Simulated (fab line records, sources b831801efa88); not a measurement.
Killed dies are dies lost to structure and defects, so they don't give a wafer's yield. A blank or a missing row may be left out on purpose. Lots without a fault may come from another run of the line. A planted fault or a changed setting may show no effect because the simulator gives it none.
Chamber matching | flow gf180mcu | GF_V5_CVD_02 on pecvd-02: 3 sister chambers
The step deposits SiO2 from TEOS, target thk 1450 nm, time 163.28 s. 6 wafers are shown with their chamber, then 12 later ones without.

WAFERS WITH THEIR CHAMBER
wafer  | chamber | heater_power_w (W)
L084.3 | 0       | 628
L084.5 | 0       | 478
L084.6 | 1       | 670
L088.3 | 2       | 587
L088.4 | 1       | 544
L088.6 | 2       | 695

WAFERS WITHOUT THEIR CHAMBER
wafer  | heater_power_w (W)
L089.1 | 626
L089.5 | 505
L089.6 | 589
L092.3 | 722
L092.4 | 590
L092.6 | 494
L096.1 | 605
L096.4 | 699
L096.5 | 616
L097.1 | 627
L097.4 | 709
L097.5 | 599

WHICH CHAMBER EACH WENT THROUGH
wafer  | from the rows above          | in truth
L089.1 | can't be placed: 2 or 1 or 0 | 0
L089.5 | can't be placed: 0 or 1 or 2 | 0
L089.6 | can't be placed: 1 or 0 or 2 | 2
L092.3 | can't be placed: 2 or 1 or 0 | 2
L092.4 | can't be placed: 1 or 0 or 2 | 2
L092.6 | can't be placed: 0 or 1 or 2 | 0
L096.1 | can't be placed: 1 or 2 or 0 | 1
L096.4 | can't be placed: 2 or 1 or 0 | 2
L096.5 | can't be placed: 1 or 2 or 0 | 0
L097.1 | can't be placed: 2 or 1 or 0 | 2
L097.4 | can't be placed: 2 or 1 or 0 | 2
L097.5 | can't be placed: 1 or 2 or 0 | 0
Placed correctly: 0 of 12. Can't be placed from these rows: 12 (the true chamber is among the candidates in 12). Placed wrongly: 0.
How it was worked out, from the rows above alone: a wafer's distance from a chamber is the root of the sum, over the readings, of the square of ((its reading less the chamber's mean) divided by the reading's scatter). The wafer belongs to the nearest chamber; if the next one is less than 2 further off, it can't be placed. A chamber's mean is the mean of its shown wafers. The scatter: the root of (the sum of the squares of (reading less its chamber's mean) over the shown wafers, divided by (wafers less chambers)).
